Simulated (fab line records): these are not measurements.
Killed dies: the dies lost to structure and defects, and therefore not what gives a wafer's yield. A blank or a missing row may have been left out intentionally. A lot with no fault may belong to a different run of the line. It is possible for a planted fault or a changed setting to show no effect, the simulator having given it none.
fab line records	flow sky130
record: lots: 13	wafers: 39	last-day: 50
route steps=708 shown VT_ADJUST_NCORE@130 VT_ADJUST_HVTR@142 VT_ADJUST_PCH@151 SONOS_TUNNEL@166
lots with no fault: from the same line, run without faults
start-h: hours from the record's first day to the start of the lot's first wafer shown	wait-h: hours elapsed since this lot's preceding step	" as in the row above	L1.1+2: several wafers, shown together as one row	- either no value or no given start	* or withheld: withheld	< > ~ a bound
route shown NAME@n: names a module that has steps shown in the file, with the first one's number in the route	usual: average and standard deviation across the fault-free wafers	same: alike in all rows	chamber/n: place in a boat	sites: readings site by site	_std_site: standard deviation across them	_edge_site: outer sites' mean less inner sites'	radius-mm: for every site, how far away it sits from the centre of the wafer	mask NAME#n: copy n	behind: tool/chamber where the wafer was last shaped	hold: why the lot was held/for how many hours/how that ended	device: which transistor (n, p or np) failed to switch	end of line: the tests these same wafers got at the end of their route	a step with no rows: only its recipe	killed: at the first sort, the dies lost to defects and structure; wafer yield is something else	map: per-die view of a wafer (x killed, . not killed, _ where there is no die)
set.NAME: the setting as run; set.NAME@STEP: as run at that earlier step	model.NAME: the simulator's own value behind a step, which no gauge read
a sample of lots followed through the steps of the route, with each step as a table and each wafer as a row
services: a tool's chamber out of use, with start hour (start-h, from the record's first day; less than 0 if before it), hours out, and reason
== steps ==
step: SKY_VT_ADJUST_NCORE_TW_MEAS_11
usual: VT_ADJUST_NCORE_TW: 216.0/1.6
lot.wafer	tool	chamber	start-h	wait-h	VT_ADJUST_NCORE_TW
L229.1	film-metro-02	-	191.88	0.1	216.8
L229.2	"	-	"	"	215.9
L229.3	"	-	"	"	215.5
L230.2	film-metro-03	-	210.72	0.1	216.7
L230.3	"	-	"	"	216.1
L230.4	"	-	"	"	217.3
L231.1	film-metro-02	-	219.92	0.1	216.2
L231.4	"	-	"	"	217.0
L231.6	"	-	"	"	216.5
L233.2	film-metro-03	-	230.78	0.1	216.4
L233.5	"	-	"	"	217.5
L233.6	"	-	"	"	216.8
L236.1	film-metro-03	-	245.81	0.1	214.9
L236.4	"	-	"	"	215.0
L236.6	"	-	"	"	214.6
L240.3	film-metro-03	-	263.80	0.1	214.8
L240.4	"	-	"	"	216.3
L240.5	"	-	"	"	214.6
L241.3	film-metro-03	-	269.50	0.1	217.5
L241.4	"	-	"	"	218.8
L241.5	"	-	"	"	217.0
L242.4	film-metro-03	-	285.55	0.1	217.5
L242.5	"	-	"	"	219.2
L242.6	"	-	"	"	217.3
L247.1	film-metro-04	-	313.36	0.1	211.3
L247.2	"	-	"	"	212.4
L247.4	"	-	"	"	212.2
L248.1	film-metro-02	-	320.23	0.1	216.1
L248.3	"	-	"	"	215.4
L248.6	"	-	"	"	216.2
L250.1	film-metro-04	-	334.56	0.1	212.2
L250.5	"	-	"	"	212.3
L250.6	"	-	"	"	212.2
L251.4	film-metro-04	-	336.10	0.1	212.7
L251.5	"	-	"	"	213.9
L251.6	"	-	"	"	214.4
L252.2	film-metro-02	-	342.99	0.1	216.3
L252.3	"	-	"	"	215.9
L252.6	"	-	"	"	216.2
step: SKY_VT_ADJUST_HVTR_TW_MEAS_11
usual: VT_ADJUST_HVTR_TW: 208.8/2.9
lot.wafer	tool	chamber	start-h	wait-h	VT_ADJUST_HVTR_TW
L229.1	film-metro-01	-	214.43	0.1	212.0
L229.2	"	-	"	"	212.3
L229.3	"	-	"	"	212.4
L230.2	film-metro-01	-	233.71	0.1	213.5
L230.3	"	-	"	"	214.4
L230.4	"	-	"	"	214.1
L231.1	film-metro-04	-	242.60	0.1	208.2
L231.4	"	-	"	"	206.5
L231.6	"	-	"	"	205.4
L233.2	film-metro-03	-	253.27	0.1	206.8
L233.5	"	-	"	"	208.0
L233.6	"	-	"	"	208.3
L236.1	film-metro-04	-	269.18	0.1	205.7
L236.4	"	-	"	"	205.3
L236.6	"	-	"	"	204.8
L240.3	film-metro-03	-	287.88	0.1	211.5
L240.4	"	-	"	"	209.9
L240.5	"	-	"	"	210.1
L241.3	film-metro-03	-	294.77	0.1	206.8
L241.4	"	-	"	"	208.4
L241.5	"	-	"	"	208.6
L242.4	film-metro-01	-	311.28	0.1	212.8
L242.5	"	-	"	"	213.3
L242.6	"	-	"	"	212.8
L247.1	film-metro-03	-	339.81	0.1	208.3
L247.2	"	-	"	"	208.9
L247.4	"	-	"	"	208.5
L248.1	film-metro-04	-	346.15	0.1	204.5
L248.3	"	-	"	"	206.7
L248.6	"	-	"	"	206.1
L250.1	film-metro-01	-	360.71	0.1	211.8
L250.5	"	-	"	"	212.4
L250.6	"	-	"	"	213.1
L251.4	film-metro-04	-	362.78	0.1	206.3
L251.5	"	-	"	"	207.2
L251.6	"	-	"	"	206.9
L252.2	film-metro-03	-	370.21	0.1	207.9
L252.3	"	-	"	"	207.2
L252.6	"	-	"	"	206.8
step: SKY_VT_ADJUST_PCH_IMPLANT_08
recipe: species: B	energy-kev: 10	dose-cm2: 5e+11	tilt-deg: withheld
usual: beam-on-s: 10.00/0.19	dose-ions-cm2: 5e+11/5.9e+08	end-station-pressure-torr: 4.99e-06/2.6e-07	faraday-current-uA: 2.82/0.055
lot.wafer	tool	chamber	start-h	wait-h	beam-on-s	dose-ions-cm2	end-station-pressure-torr	faraday-current-uA
L229.1	implanter-04	0	236.76	0.0	10.16	5.016e+11	4.89e-06	2.77
L229.2	"	0	"	"	10.00	5.008e+11	5.18e-06	2.82
L229.3	"	0	"	"	9.95	5.008e+11	5.3e-06	2.83
L230.2	implanter-01	0	256.62	0.0	9.82	5.003e+11	4.85e-06	2.87
L230.3	"	0	"	"	9.95	5.002e+11	5.11e-06	2.83
L230.4	"	0	"	"	9.79	5e+11	4.78e-06	2.88
L231.1	implanter-04	0	265.50	0.0	10.15	5.003e+11	5.33e-06	2.77
L231.4	"	0	"	"	10.09	5e+11	4.64e-06	2.78
L231.6	"	0	"	"	10.03	4.996e+11	5.39e-06	2.82
L233.2	implanter-01	0	276.67	0.0	10.70	4.993e+11	6.763e-05	2.54
L233.5	"	0	"	"	11.28	5e+11	6.631e-05	2.42
L233.6	"	0	"	"	10.78	4.987e+11	6.441e-05	2.53
L236.1	implanter-04	0	294.08	0.0	9.98	5.008e+11	5.24e-06	2.84
L236.4	"	0	"	"	9.87	4.997e+11	4.65e-06	2.85
L236.6	"	0	"	"	9.74	4.996e+11	4.93e-06	2.88
L240.3	implanter-01	0	313.16	0.1	10.71	4.993e+11	6.824e-05	2.56
L240.4	"	0	"	"	10.90	5.008e+11	6.657e-05	2.50
L240.5	"	0	"	"	10.80	5e+11	6.645e-05	2.53
L241.3	implanter-03	0	319.80	0.1	9.99	4.999e+11	5.15e-06	2.83
L241.4	"	0	"	"	9.49	4.998e+11	4.91e-06	2.94
L241.5	"	0	"	"	9.98	4.999e+11	4.7e-06	2.82
L242.4	implanter-03	0	336.60	0.1	9.75	4.998e+11	4.9e-06	2.88
L242.5	"	0	"	"	9.65	5.005e+11	5.46e-06	2.90
L242.6	"	0	"	"	10.04	4.999e+11	5.03e-06	2.82
L247.1	implanter-03	0	366.48	0.0	10.06	4.999e+11	4.73e-06	2.80
L247.2	"	0	"	"	10.11	4.999e+11	4.64e-06	2.78
L247.4	"	0	"	"	9.96	4.99e+11	4.95e-06	2.84
L248.1	implanter-03	0	373.56	0.0	10.12	4.996e+11	4.92e-06	2.79
L248.3	"	0	"	"	10.38	4.992e+11	5.03e-06	2.71
L248.6	"	0	"	"	9.71	4.995e+11	5.02e-06	2.91
L250.1	implanter-04	0	389.28	0.0	9.56	5e+11	5.35e-06	2.94
L250.5	"	0	"	"	9.75	4.998e+11	4.58e-06	2.91
L250.6	"	0	"	"	9.99	4.994e+11	5.21e-06	2.81
L251.4	implanter-01	0	391.25	0.1	10.18	4.991e+11	4.9e-06	2.78
L251.5	"	0	"	"	10.36	5.001e+11	5.42e-06	2.71
L251.6	"	0	"	"	9.58	4.99e+11	5.51e-06	2.94
L252.2	implanter-04	0	398.42	0.0	10.01	4.998e+11	5.32e-06	2.81
L252.3	"	0	"	"	10.16	4.998e+11	5.23e-06	2.77
L252.6	"	0	"	"	9.89	4.992e+11	5.04e-06	2.85
step: SKY_VT_ADJUST_PCH_TW_MEAS_10
usual: VT_ADJUST_PCH_TW: 142.0/1.2
lot.wafer	tool	chamber	start-h	wait-h	VT_ADJUST_PCH_TW
L229.1	film-metro-02	-	237.01	0.1	140.0
L229.2	"	-	"	"	141.3
L229.3	"	-	"	"	141.1
L230.2	film-metro-02	-	256.86	0.1	140.1
L230.3	"	-	"	"	141.6
L230.4	"	-	"	"	142.1
L231.1	film-metro-03	-	265.75	0.1	141.8
L231.4	"	-	"	"	142.4
L231.6	"	-	"	"	142.6
L233.2	film-metro-03	-	276.91	0.1	146.0
L233.5	"	-	"	"	145.7
L233.6	"	-	"	"	146.3
L236.1	film-metro-03	-	294.33	0.1	141.9
L236.4	"	-	"	"	140.7
L236.6	"	-	"	"	141.7
L240.3	film-metro-02	-	313.38	0.1	145.0
L240.4	"	-	"	"	144.7
L240.5	"	-	"	"	144.2
L241.3	film-metro-03	-	320.02	0.1	141.5
L241.4	"	-	"	"	141.2
L241.5	"	-	"	"	141.2
L242.4	film-metro-02	-	336.81	0.1	140.9
L242.5	"	-	"	"	141.0
L242.6	"	-	"	"	141.0
L247.1	film-metro-03	-	366.73	0.1	140.1
L247.2	"	-	"	"	139.5
L247.4	"	-	"	"	139.9
L248.1	film-metro-01	-	373.81	0.1	143.4
L248.3	"	-	"	"	143.4
L248.6	"	-	"	"	143.9
L250.1	film-metro-01	-	389.53	0.1	143.6
L250.5	"	-	"	"	144.2
L250.6	"	-	"	"	144.1
L251.4	film-metro-03	-	391.46	0.1	141.1
L251.5	"	-	"	"	142.0
L251.6	"	-	"	"	141.9
L252.2	film-metro-03	-	398.66	0.1	142.2
L252.3	"	-	"	"	141.0
L252.6	"	-	"	"	141.0
step: SKY_SONOS_TUNNEL_TW_MEAS_12
usual: SONOS_TUNNEL_TW: 194.9/2.7
lot.wafer	tool	chamber	start-h	wait-h	SONOS_TUNNEL_TW
L229.1	film-metro-04	-	260.63	0.0	192.8
L229.2	"	-	"	"	193.6
L229.3	"	-	"	"	193.6
L230.2	film-metro-01	-	281.54	0.0	198.1
L230.3	"	-	"	"	198.3
L230.4	"	-	"	"	198.3
L231.1	film-metro-02	-	291.13	0.0	196.3
L231.4	"	-	"	"	195.3
L231.6	"	-	"	"	197.4
L233.2	film-metro-04	-	302.13	0.0	192.2
L233.5	"	-	"	"	191.5
L233.6	"	-	"	"	191.8
L236.1	film-metro-02	-	319.51	0.0	195.3
L236.4	"	-	"	"	195.3
L236.6	"	-	"	"	195.5
L240.3	film-metro-02	-	339.71	0.0	195.1
L240.4	"	-	"	"	195.2
L240.5	"	-	"	"	194.7
L241.3	film-metro-04	-	345.85	0.0	192.0
L241.4	"	-	"	"	193.1
L241.5	"	-	"	"	191.5
L242.4	film-metro-02	-	364.05	0.0	195.7
L242.5	"	-	"	"	194.5
L242.6	"	-	"	"	193.7
L247.1	film-metro-04	-	395.13	0.0	192.4
L247.2	"	-	"	"	193.2
L247.4	"	-	"	"	193.3
L248.1	film-metro-01	-	403.13	0.0	199.1
L248.3	"	-	"	"	199.1
L248.6	"	-	"	"	196.6
L250.1	film-metro-04	-	418.75	0.0	191.8
L250.5	"	-	"	"	191.9
L250.6	"	-	"	"	191.8
L251.4	film-metro-01	-	420.74	0.0	197.3
L251.5	"	-	"	"	198.6
L251.6	"	-	"	"	198.9
L252.2	film-metro-01	-	427.66	0.0	199.0
L252.3	"	-	"	"	199.8
L252.6	"	-	"	"	197.4
== services ==
tool	chamber	start-h	hours	kind
implanter-01	-	327.04	2.0	repair
implanter-03	-	334.25	1.9	repair
implanter-01	-	373.20	5.5	pm
== key ==
first-sign: step: SKY_VT_ADJUST_PCH_IMPLANT_08	reading: end-station-pressure-torr	direction: up	sigmas: 99+	usual: 4.99e-06	struck: 6.66e-05
effect: step: SKY_VT_ADJUST_PCH_IMPLANT_08	reading: faraday-current-uA	direction: down	sigmas: 5.6	usual: 2.82	struck: 2.51
effect: step: SKY_VT_ADJUST_PCH_TW_MEAS_10	reading: VT_ADJUST_PCH_TW	direction: up	sigmas: 2.7	usual: 142.0	struck: 145.3
met-at SKY_VT_ADJUST_PCH_IMPLANT_08
struck-lots L233,L240
tester-left-out L233,L240
not-acting-at SKY_VT_ADJUST_NCORE_TW_MEAS_11,SKY_VT_ADJUST_HVTR_TW_MEAS_11,SKY_SONOS_TUNNEL_TW_MEAS_12
onset-between 256.62 276.67
fault: kind: process-parameter-drift	tool: implanter-01	chamber: -	onset-h: 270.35	steps: SKY_VT_ADJUST_PCH_IMPLANT_08	channel: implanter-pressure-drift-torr	offset: 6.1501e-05	shape: step	end-h: 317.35
fault: kind: process-parameter-drift	tool: implanter-01	chamber: -	onset-h: 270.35	steps: SKY_VT_ADJUST_PCH_IMPLANT_08	channel: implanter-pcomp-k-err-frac	offset: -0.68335	shape: step	end-h: 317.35
tester-left-out: of these lots the tester's yield and bins aren't shown, on N5 and GAA mostly nor the transistor test; their killed dies are dies lost to structure and defects alone, not to doping, threshold or leakage, so they don't give the yield
